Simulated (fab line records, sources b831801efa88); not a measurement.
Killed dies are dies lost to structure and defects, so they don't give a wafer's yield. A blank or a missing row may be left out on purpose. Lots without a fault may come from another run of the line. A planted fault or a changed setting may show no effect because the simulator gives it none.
fab line records | flow sky130
record lots=5 wafers=23
route steps=708 shown LOCAL_INTERCONNECT@401 CONTACT@408 METAL1@444
start_h: hours from the record's first day to the start of the lot's first wafer shown | wait_h: hours since the lot's step before | " the same as in the row above | L1.1+2: a row that stands for several wafers | - no value, or no start given | * or withheld: withheld | < > ~ a bound
route shown NAME@n: a module of which the file shows steps, and the number in the route of the first | usual: mean/standard deviation of fault-free wafers | same: alike in all rows | chamber/n: place in a boat | sites: the reading at each site | _std_site: their standard deviation | _edge_site: outer sites' mean less inner sites' | radius_mm: how far each site lies from the wafer's centre | mask NAME#n: copy n | behind: the tool/chamber that last shaped the wafer | hold: why the lot was held/for how many hours/how that ended | device: the transistor (n, p or np) that didn't switch | end of line: the same wafers' tests at the end of the route | a step without rows: its recipe alone | killed: dies lost to structure and defects at the first sort, not the wafer's yield | map: a wafer's dies, x killed, . not, _ none there
set.NAME: the setting as run; set.NAME@STEP: as run at that earlier step | model.NAME: the simulator's own value behind a step, which no gauge read
lots whose settings were changed on purpose; a table a step, a row a wafer
## steps
# step SKY_LOCAL_INTERCONNECT_METAL_ETCH_14
# recipe target_depth_nm=110 stop_on=PSG chemistry=Cl2/BCl3 target=TiN resist_sidewall_deg=88 pressure_mtorr=10 icp_w=900 bias_w=48.5 Cl2_flow_sccm=60 bcl3_flow_sccm=30 time_s=31.4
# columns lot.wafer tool chamber start_h wait_h set.icp_w model.KrF-thick_of_LOCAL_INTERCONNECT_COAT_06.thk_nm
L077.1 rie_metal-03 0 731.01 0.1 793.1 352.3
L077.2 " 0 " " 900 347
L077.3 " 0 " " 900 348.7
L077.4 " 0 " " 900 348.8
L077.5 " 0 " " 793.1 351.4
L079.1 rie_metal-01 1 749.56 0.0 900 353.1
L079.2 " 0 " " 900 351.9
L079.3+4 " 1,0 " " 900 352.3
L079.5 " 0 " " 900 352.9
L080.2 rie_metal-02 1 753.33 0.0 972.8 339.1
L080.3 " 0 " " 900 342.2
L080.4 " 1 " " 972.8 340.3
L080.5 " 1 " " 900 344.1
L080.6 " 0 " " 900 343
L083.1 rie_metal-03 1 798.99 0.0 900 347.6
L083.3 " 0 " " 900 347.1
L083.4 " 1 " " 900 348.2
L083.5 " 0 " " 900 348
L083.6 " 1 " " 900 348.5
L085.1 rie_metal-02 1 812.46 0.0 900 347.6
L085.2 " 0 " " 900 348.3
L085.4 " 1 " " 900 348.8
# step SKY_CONTACT_HDPCVD_02
# recipe material=SiO2 target_thk_nm=565 sigma_open_frac=0.3 time_s=94.2 temp_c=600 sih4_flow_sccm=60 pressure_mtorr=6
# columns lot.wafer tool chamber start_h wait_h set.sih4_flow_sccm model.SiO2_of_CONTACT_HDPCVD_02.thk_nm
L077.1 hdpcvd-02 2 731.80 0.1 60 572.5
L077.2 " 0 " " 52.06 493.2
L077.3 " 1 " " 60 562.5
L077.4 " 1 " " 52.06 487.2
L077.5 " 2 " " 52.06 491.8
L079.1 hdpcvd-01 1 750.34 0.1 60 564.4
L079.2 " 2 " " 60 565.3
L079.3 " 0 " " 60 567.9
L079.4 " 2 " " 60 563.3
L079.5 " 1 " " 60 563.7
L080.2 hdpcvd-02 0 754.06 0.0 52.63 498.1
L080.3 " 2 " " 60 561.6
L080.4 " 2 " " 60 567.7
L080.5 " 1 " " 60 565
L080.6 " 0 " " 52.63 506.8
L083.1 hdpcvd-02 1 799.73 0.1 60 557.7
L083.3 " 0 " " 60 559.1
L083.4 " 2 " " 60 569.1
L083.5 " 0 " " 60 567.5
L083.6 " 1 " " 60 554.6
L085.1 hdpcvd-01 2 813.24 0.1 60 552.7
L085.2 " 0 " " 60 569.6
L085.4 " 0 " " 60 564.4
# step SKY_CONTACT_THK_MEAS_03
# recipe reads=SiO2_of_CONTACT_HDPCVD_02
# usual CONTACT_HDPCVD_THK=565/5.7
# columns lot.wafer tool chamber start_h wait_h set.sih4_flow_sccm@CONTACT_HDPCVD_02 CONTACT_HDPCVD_THK[nm]
L077.1 film_metro-02 - 731.87 0.0 60 573
L077.2 " - " " 52.06 493
L077.3 " - " " 60 563
L077.4 " - " " 52.06 487
L077.5 " - " " 52.06 492
L079.1 film_metro-04 - 750.40 0.0 60 564
L079.2 " - " " 60 565
L079.3 " - " " 60 568
L079.4 " - " " 60 563
L079.5 " - " " 60 564
L080.2 film_metro-03 - 754.14 0.0 52.63 498
L080.3 " - " " 60 562
L080.4 " - " " 60 568
L080.5 " - " " 60 565
L080.6 " - " " 52.63 507
L083.1 film_metro-02 - 799.80 0.0 60 557
L083.3 " - " " 60 559
L083.4 " - " " 60 569
L083.5 " - " " 60 568
L083.6 " - " " 60 554
L085.1 film_metro-02 - 813.31 0.0 60 552
L085.2 " - " " 60 569
L085.4 " - " " 60 564
# step SKY_CONTACT_CMP_04
# recipe material=SiO2 down_force_psi=4 platen_rpm=60 pad_velocity_m_s=0.94248
# usual time_to_endpoint_s=80/4.7
# columns lot.wafer tool chamber start_h wait_h set.sih4_flow_sccm@CONTACT_HDPCVD_02 time_to_endpoint_s
L077.3 cmp-01 1 731.93 0.0 60 78
L077.2 " 2 " " 52.06 56
L077.1 " 3 " " 60 84
L077.4 " 0 " " 52.06 61
L077.5 " 2 " " 52.06 51
L079.1 cmp-01 0 750.46 0.1 60 91
L079.4 " 1 " " 60 80
L079.2 " 2 " " 60 82
L079.3 " 3 " " 60 86
L079.5 " 1 " " 60 82
L080.4 cmp-02 2 754.19 0.0 60 81
L080.2 " 3 " " 52.63 57
L080.3 " 1 " " 60 84
L080.6 " 2 " " 52.63 59
L080.5 " 3 " " 60 82
L083.1 cmp-02 0 799.86 0.1 60 73
L083.4 " 1 " " 60 81
L083.3 " 3 " " 60 79
L083.5 " 0 " " 60 78
L083.6 " 1 " " 60 81
L085.1 cmp-02 2 813.37 0.1 60 72
L085.2 " 3 " " 60 83
L085.4 " 1 " " 60 80
# step SKY_CONTACT_COAT_09
# recipe resist=KrF-thick spin_rpm=3000 resist_thk_nm=450
# columns lot.wafer tool chamber start_h wait_h set.resist_thk_nm model.KrF-thick_of_CONTACT_COAT_09.thk_nm
L077.1 litho_track-03 0 - - 450 448.5
L077.2 " 0 " " 450 449
L077.3 " 0 " " 450 448.8
L077.4+5 " 0 " " 464.4 462.7
L079.1 litho_track-04 0 - - 468.3 468.1
L079.2 " 0 " " 468.3 468.5
L079.3 " 0 " " 450 449.3
L079.4 " 0 " " 450 449.9
L079.5 " 0 " " 450 449.7
L080.2 litho_track-03 0 - - 432 430.1
L080.3 " 0 " " 432 430.2
L080.4 " 0 " " 450 450.1
L080.5 " 0 " " 450 449.7
L080.6 " 0 " " 450 449.8
L083.1 litho_track-01 0 - - 450 453.3
L083.3 " 0 " " 450 452.8
L083.4 " 0 " " 442 444.8
L083.5 " 0 " " 442 445.9
L083.6 " 0 " " 450 454
L085.1 litho_track-04 0 - - 450 449.5
L085.2 " 0 " " 450 448.6
L085.4 " 0 " " 450 448.8
# step SKY_CONTACT_SOFTBAKE_10
# recipe temp_c=100 time_s=90 resist=KrF-thick
# step SKY_CONTACT_EXPOSE_11
# recipe mask_id=CTM1 na=0.8 source_shape=annular sigma_inner=0.55 sigma_outer=0.85 target_cd_nm=170 dose_mj=38
# step SKY_CONTACT_ETCH_16
# recipe chemistry=N2/H2 target=BARC ion_energy_ev=200 source_w=500 bias_w=100 pressure_mtorr=30 n2_flow_sccm=100 h2_flow_sccm=200 stop_on=SiO2 time_s=45.9 target_depth_a=600
# columns lot.wafer tool chamber start_h wait_h set.resist_thk_nm@CONTACT_COAT_09 model.KrF-thick_of_CONTACT_COAT_09.thk_nm
L077.1 rie_diel-01 2 759.45 0.0 450 391.3
L077.2 " 3 " " 450 390.6
L077.3 " 0 " " 450 391.2
L077.4 " 1 " " 464.4 406.3
L077.5 " 1 " " 464.4 405.9
L079.1 rie_diel-03 0 777.93 0.0 468.3 410.9
L079.2 " 3 " " 468.3 410.8
L079.3 " 2 " " 450 392.3
L079.4 " 1 " " 450 394.1
L079.5 " 2 " " 450 392.7
L080.2 rie_diel-03 0 781.24 0.0 432 373.1
L080.3 " 3 " " 432 372.7
L080.4 " 2 " " 450 392.9
L080.5 " 1 " " 450 394
L080.6 " 2 " " 450 392.6
L083.1 rie_diel-01 1 826.45 0.0 450 396.3
L083.3 " 0 " " 450 394.8
L083.4 " 2 " " 442 386.9
L083.5 " 0 " " 442 387.9
L083.6 " 3 " " 450 395.8
L085.1 rie_diel-01 3 840.70 0.0 450 392
L085.2 " 1 " " 450 392.3
L085.4 " 0 " " 450 391.4
# step SKY_CONTACT_ETCH_17
# recipe target=SiO2 chemistry=C4F8/O2/Ar stop_on=Si3N4 mask_material=KrF-thick source_w=1500 bias_w=1200 pressure_mtorr=40 c4f8_flow_sccm=withheld O2_flow_sccm=6 Ar_flow_sccm=300 time_s=withheld target_depth_a=3400
# columns lot.wafer tool chamber start_h wait_h set.resist_thk_nm@CONTACT_COAT_09 model.KrF-thick_of_CONTACT_COAT_09.thk_nm
L077.1 rie_diel-01 2 759.49 0.0 450 326.9
L077.2 " 3 " " 450 324.8
L077.3 " 0 " " 450 326.5
L077.4 " 1 " " 464.4 343
L077.5 " 1 " " 464.4 342.5
L079.1 rie_diel-03 0 777.98 0.0 468.3 346.9
L079.2 " 3 " " 468.3 346.4
L079.3 " 2 " " 450 328
L079.4 " 1 " " 450 332.1
L079.5 " 2 " " 450 328.3
L080.2 rie_diel-03 0 781.29 0.0 432 307.8
L080.3 " 3 " " 432 306.7
L080.4 " 2 " " 450 328.1
L080.5 " 1 " " 450 331.5
L080.6 " 2 " " 450 327.5
L083.1 rie_diel-01 1 826.49 0.0 450 332.1
L083.3 " 0 " " 450 329.1
L083.4 " 2 " " 442 321.2
L083.5 " 0 " " 442 322.4
L083.6 " 3 " " 450 330.9
L085.1 rie_diel-01 3 840.74 0.0 450 325.4
L085.2 " 1 " " 450 327.9
L085.4 " 0 " " 450 325.9
# step SKY_CONTACT_ETCH_18
# recipe target=Si3N4 chemistry=CHF3/O2 stop_on=TiN source_w=600 bias_w=205.6 pressure_mtorr=40 chf3_flow_sccm=50 O2_flow_sccm=5 time_s=39 target_depth_a=750
# columns lot.wafer tool chamber start_h wait_h set.resist_thk_nm@CONTACT_COAT_09 model.KrF-thick_of_CONTACT_COAT_09.thk_nm
L077.1 rie_diel-01 2 - - 450 242.9
L077.2 " 3 " " 450 237.7
L077.3 " 0 " " 450 241.7
L077.4 " 1 " " 464.4 259.8
L077.5 " 1 " " 464.4 259.9
L079.1 rie_diel-03 0 - - 468.3 261.5
L079.2 " 3 " " 468.3 261.6
L079.3 " 2 " " 450 242.7
L079.4 " 1 " " 450 250.5
L079.5 " 2 " " 450 242.8
L080.2 rie_diel-03 0 - - 432 222.6
L080.3 " 3 " " 432 221.3
L080.4 " 2 " " 450 243.9
L080.5 " 1 " " 450 250.5
L080.6 " 2 " " 450 242.7
L083.1 rie_diel-01 1 - - 450 246.9
L083.3 " 0 " " 450 242.4
L083.4 " 2 " " 442 235.2
L083.5 " 0 " " 442 235.7
L083.6 " 3 " " 450 244
L085.1 rie_diel-01 3 - - 450 238.7
L085.2 " 1 " " 450 244.2
L085.4 " 0 " " 450 239.7
# step SKY_CONTACT_CMP_27
# recipe stop_on=SiO2 t_overpolish_s=15 down_force_psi=3.5 platen_rpm=60 target_thk_nm=0 pad_velocity_m_s=0.94248
# usual overpolish_run_s=14.999/0.0092
# columns lot.wafer tool chamber start_h wait_h set.t_overpolish_s overpolish_run_s
L077.4 cmp-01 0 760.56 0.0 15 15.004
L077.3 " 1 " " 15 15.011
L077.2 " 2 " " 15 14.998
L077.1 " 3 " " 15 14.996
L077.5 " 1 " " 15 15.002
L079.3 cmp-02 3 779.01 0.0 19.29 19.297
L079.4 " 0 " " 19.29 19.288
L079.2 " 1 " " 19.29 19.286
L079.1 " 2 " " 15 15.005
L079.5 " 3 " " 15 15.016
L080.4 cmp-02 0 782.33 0.0 18.92 18.927
L080.2 " 1 " " 18.92 18.924
L080.3 " 3 " " 18.92 18.911
L080.6 " 0 " " 15 15.002
L080.5 " 1 " " 15 15.006
L083.4 cmp-01 0 827.53 0.0 15 15.011
L083.3 " 2 " " 15 15.015
L083.1 " 3 " " 11.53 11.536
L083.6 " 0 " " 11.53 11.531
L083.5 " 1 " " 11.53 11.539
L085.4 cmp-02 2 841.78 0.0 15 15.018
L085.1 " 0 " " 15 15.000
L085.2 " 1 " " 15 15.007
# step SKY_METAL1_COAT_10
# recipe resist=KrF-thick spin_rpm=3000 resist_thk_nm=450
# columns lot.wafer tool chamber start_h wait_h set.spin_rpm model.KrF-thick_of_METAL1_COAT_10.thk_nm
L077.1 litho_track-01 0 - - 3000 449.7
L077.2 " 0 " " 3115 441
L077.3 " 0 " " 3115 441.6
L077.4 " 0 " " 3000 448.1
L077.5 " 0 " " 3000 449.6
L079.1 litho_track-01 0 - - 3000 449.8
L079.2 " 0 " " 3000 449.1
L079.3 " 0 " " 3000 448.8
L079.4+5 " 0 " " 3000 449.2
L080.2 litho_track-02 0 - - 3210 435.4
L080.3 " 0 " " 3000 450.6
L080.4 " 0 " " 3000 449.5
L080.5 " 0 " " 3210 434.1
L080.6 " 0 " " 3000 451
L083.1 litho_track-04 0 - - 3062 444.2
L083.3 " 0 " " 3062 444.5
L083.4 " 0 " " 3000 450.3
L083.5 " 0 " " 3062 446
L083.6 " 0 " " 3000 449.7
L085.1 litho_track-04 0 - - 3000 449.1
L085.2 " 0 " " 3000 449.6
L085.4 " 0 " " 3000 450.6
# step SKY_METAL1_EXPOSE_12
# recipe mask_id=MM1 na=0.8 source_shape=annular sigma_inner=0.55 sigma_outer=0.85 target_cd_nm=140 dose_mj=28
# columns lot.wafer tool chamber start_h wait_h mask set.dose_mj
L077.1+2+5 krf_scanner-01 0 - - MM1#0 28
L077.3+4 " 0 " " MM1#0 28.75
L079.1+2+3+4+5 krf_scanner-02 0 - - MM1#0 28
L080.2+6 krf_scanner-01 0 - - MM1#0 28
L080.3+4+5 " 0 " " MM1#0 27.03
L083.1+3 krf_scanner-02 0 - - MM1#0 28
L083.4+5+6 " 0 " " MM1#0 27.3
L085.1+2+4 krf_scanner-02 0 - - MM1#0 28
# step SKY_METAL1_PEB_13
# recipe peb_temp_c=withheld peb_time_s=withheld resist=KrF-thick
# step SKY_METAL1_DEVELOP_14
# recipe develop_time_s=60 resist=KrF-thick dev_temp_c=21
# step SKY_METAL1_CD_MEAS_15
# recipe target_cd_nm=140
# usual cd_nm=140.3/1.1
# columns lot.wafer tool chamber start_h wait_h set.dose_mj@METAL1_EXPOSE_12 cd_nm
L077.1 cd_sem-01 - 786.67 - 28 140.0
L077.2 " - " " 28 139.0
L077.3 " - " " 28.75 134.6
L077.4 " - " " 28.75 133.4
L077.5 " - " " 28 140.1
L079.1 cd_sem-01 - 805.19 - 28 140.9
L079.2 " - " " 28 142.7
L079.3 " - " " 28 142.1
L079.4 " - " " 28 141.3
L079.5 " - " " 28 142.2
L080.2 cd_sem-02 - 809.94 - 28 139.2
L080.3 " - " " 27.03 147.3
L080.4 " - " " 27.03 146.5
L080.5 " - " " 27.03 144.5
L080.6 " - " " 28 140.3
L083.1 cd_sem-01 - 853.74 - 28 139.4
L083.3 " - " " 28 139.1
L083.4 " - " " 27.3 145.0
L083.5 " - " " 27.3 145.1
L083.6 " - " " 27.3 143.3
L085.1 cd_sem-02 - 868.02 - 28 140.2
L085.2 " - " " 28 140.9
L085.4 " - " " 28 139.2
# step SKY_METAL1_DESCUM_17
# recipe chemistry=O2 source_power_w=150 bias_power_w=0 pressure_mtorr=10 temp_c=40 time_s=8
# columns lot.wafer tool chamber start_h wait_h set.dose_mj@METAL1_EXPOSE_12 model.METAL1.cd_nm
L077.1 rie_metal-03 0 786.83 0.0 28 139.9
L077.2+5 " 1,0 " " 28 140.2
L077.3 " 0 " " 28.75 133.8
L077.4 " 1 " " 28.75 134.8
L079.1+3 rie_metal-03 1,0 805.35 0.0 28 141.9
L079.2+5 " 0,1 " " 28 142.8
L079.4 " 1 " " 28 142.3
L080.2 rie_metal-04 0 810.08 0.0 28 139.2
L080.3 " 1 " " 27.03 146.7
L080.4 " 0 " " 27.03 147.4
L080.5 " 1 " " 27.03 144.3
L080.6 " 0 " " 28 140.6
L083.1 rie_metal-02 0 853.90 0.0 28 139.9
L083.3 " 1 " " 28 137.8
L083.4 " 0 " " 27.3 145.5
L083.5 " 1 " " 27.3 144.4
L083.6 " 0 " " 27.3 143.9
L085.1+2 rie_metal-03 1,0 868.18 0.0 28 141.3
L085.4 " 1 " " 28 140.2
# step SKY_METAL1_ETCH_18
# recipe chemistry=N2/H2 target=BARC ion_energy_ev=200 bias_w=100 pressure_mtorr=30 n2_flow_sccm=100 h2_flow_sccm=200 icp_w=500 stop_on=SiO2 time_s=45.9 target_depth_a=600
# columns lot.wafer tool chamber start_h wait_h set.dose_mj@METAL1_EXPOSE_12 model.METAL1.cd_nm
L077.1 rie_metal-03 0 786.86 0.0 28 140.2
L077.2 " 1 " " 28 140
L077.3 " 0 " " 28.75 133.6
L077.4 " 1 " " 28.75 134.5
L077.5 " 0 " " 28 140.7
L079.1 rie_metal-03 1 805.38 0.0 28 141.9
L079.2 " 0 " " 28 143.9
L079.3 " 0 " " 28 142.8
L079.4 " 1 " " 28 142.4
L079.5 " 1 " " 28 142.5
L080.2 rie_metal-04 0 810.11 0.0 28 138.5
L080.3+4 " 1,0 " " 27.03 146.8
L080.5 " 1 " " 27.03 144.4
L080.6 " 0 " " 28 139.9
L083.1 rie_metal-02 0 853.93 0.0 28 139.7
L083.3 " 1 " " 28 137.8
L083.4 " 0 " " 27.3 145
L083.5 " 1 " " 27.3 144.2
L083.6 " 0 " " 27.3 143.7
L085.1 rie_metal-03 1 868.21 0.0 28 141.6
L085.2 " 0 " " 28 141.5
L085.4 " 1 " " 28 140.6
# step SKY_METAL1_METAL_ETCH_19
# recipe target_depth_a=3600 stop_on=SiO2 over_etch_frac=0.3 time_s=78 chemistry=Cl2/BCl3 resist_sidewall_deg=88 pressure_mtorr=10 icp_w=900 bias_w=48.5 Cl2_flow_sccm=60 bcl3_flow_sccm=30
# columns lot.wafer tool chamber start_h wait_h set.spin_rpm@METAL1_COAT_10 model.KrF-thick_of_METAL1_COAT_10.thk_nm
L077.1 rie_metal-03 0 786.92 0.0 3000 156.6
L077.2 " 1 " " 3115 147.2
L077.3 " 0 " " 3115 147.5
L077.4 " 1 " " 3000 154.8
L077.5 " 0 " " 3000 156.1
L079.1 rie_metal-03 1 805.45 0.0 3000 157.4
L079.2 " 0 " " 3000 154.4
L079.3 " 0 " " 3000 153.4
L079.4 " 1 " " 3000 158.3
L079.5 " 1 " " 3000 158
L080.2 rie_metal-04 0 810.17 0.0 3210 142.7
L080.3 " 1 " " 3000 166
L080.4 " 0 " " 3000 154.7
L080.5 " 1 " " 3210 146
L080.6 " 0 " " 3000 155
L083.1 rie_metal-02 0 853.99 0.0 3062 144.9
L083.3 " 1 " " 3062 147.4
L083.4 " 0 " " 3000 148.3
L083.5 " 1 " " 3062 147.1
L083.6 " 0 " " 3000 150.1
L085.1 rie_metal-03 1 868.27 0.0 3000 161.4
L085.2 " 0 " " 3000 159.4
L085.4 " 1 " " 3000 163.8
# step SKY_METAL1_STRIP_20
# recipe chemistry=O2/N2 power_w=1400 pressure_mtorr=1500 platen_temp_c=withheld o2_flow_sccm=3000 n2_flow_sccm=300 overash_fraction=0.5
# usual strip_time_to_endpoint_s=2.67/0.058
# columns lot.wafer tool chamber start_h wait_h set.spin_rpm@METAL1_COAT_10 strip_time_to_endpoint_s
L077.1 plasma_asher-04 1 787.01 0.1 3000 2.68
L077.2 " 0 " " 3115 2.56
L077.3 " 1 " " 3115 2.57
L077.4 " 0 " " 3000 2.66
L077.5 " 1 " " 3000 2.67
L079.1 plasma_asher-03 0 805.54 0.1 3000 2.69
L079.2 " 1 " " 3000 2.66
L079.3 " 0 " " 3000 2.64
L079.4 " 1 " " 3000 2.67
L079.5 " 1 " " 3000 2.68
L080.2 plasma_asher-01 1 810.26 0.1 3210 2.53
L080.3 " 0 " " 3000 2.77
L080.4 " 1 " " 3000 2.66
L080.5 " 0 " " 3210 2.56
L080.6 " 1 " " 3000 2.66
L083.1 plasma_asher-01 1 854.08 0.1 3062 2.52
L083.3 " 0 " " 3062 2.55
L083.4 " 1 " " 3000 2.57
L083.5 " 0 " " 3062 2.56
L083.6 " 1 " " 3000 2.61
L085.1 plasma_asher-04 0 868.36 0.1 3000 2.72
L085.2 " 1 " " 3000 2.69
L085.4 " 1 " " 3000 2.76
## key
split step=SKY_LOCAL_INTERCONNECT_METAL_ETCH_14 setting=icp_w stated=900 by=wafer
response step=SKY_LOCAL_INTERCONNECT_METAL_ETCH_14 reading=model.KrF-thick_of_LOCAL_INTERCONNECT_COAT_06.thk_nm change=-0.34 per=1% r=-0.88
split step=SKY_CONTACT_HDPCVD_02 setting=sih4_flow_sccm stated=60 by=wafer
response step=SKY_CONTACT_HDPCVD_02 reading=model.SiO2_of_CONTACT_HDPCVD_02.thk_nm change=+5.47 per=1% r=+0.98
response step=SKY_CONTACT_THK_MEAS_03 reading=CONTACT_HDPCVD_THK change=+5.49 per=1% r=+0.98
response step=SKY_CONTACT_CMP_04 reading=time_to_endpoint_s change=* per=1% r=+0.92
split step=SKY_CONTACT_COAT_09 setting=resist_thk_nm stated=450 by=wafer
response step=SKY_CONTACT_COAT_09 reading=model.KrF-thick_of_CONTACT_COAT_09.thk_nm change=+4.64 per=1% r=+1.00
response step=SKY_CONTACT_ETCH_16 reading=model.KrF-thick_of_CONTACT_COAT_09.thk_nm change=+4.71 per=1% r=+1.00
response step=SKY_CONTACT_ETCH_17 reading=model.KrF-thick_of_CONTACT_COAT_09.thk_nm change=+4.93 per=1% r=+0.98
response step=SKY_CONTACT_ETCH_18 reading=model.KrF-thick_of_CONTACT_COAT_09.thk_nm change=+5.19 per=1% r=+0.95
split step=SKY_CONTACT_CMP_27 setting=t_overpolish_s stated=15 by=wafer
response step=SKY_CONTACT_CMP_27 reading=overpolish_run_s change=+0.15 per=1% r=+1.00
split step=SKY_METAL1_COAT_10 setting=spin_rpm stated=3000 by=wafer
response step=SKY_METAL1_COAT_10 reading=model.KrF-thick_of_METAL1_COAT_10.thk_nm change=-2.2 per=1% r=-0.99
response step=SKY_METAL1_METAL_ETCH_19 reading=model.KrF-thick_of_METAL1_COAT_10.thk_nm change=-2.02 per=1% r=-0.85
response step=SKY_METAL1_STRIP_20 reading=strip_time_to_endpoint_s change=* per=1% r=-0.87
split step=SKY_METAL1_EXPOSE_12 setting=dose_mj stated=28 by=wafer
response step=SKY_METAL1_CD_MEAS_15 reading=cd_nm change=-1.98 per=1% r=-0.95
response step=SKY_METAL1_DESCUM_17 reading=model.METAL1.cd_nm change=-2.02 per=1% r=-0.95
response step=SKY_METAL1_ETCH_18 reading=model.METAL1.cd_nm change=-2.13 per=1% r=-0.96
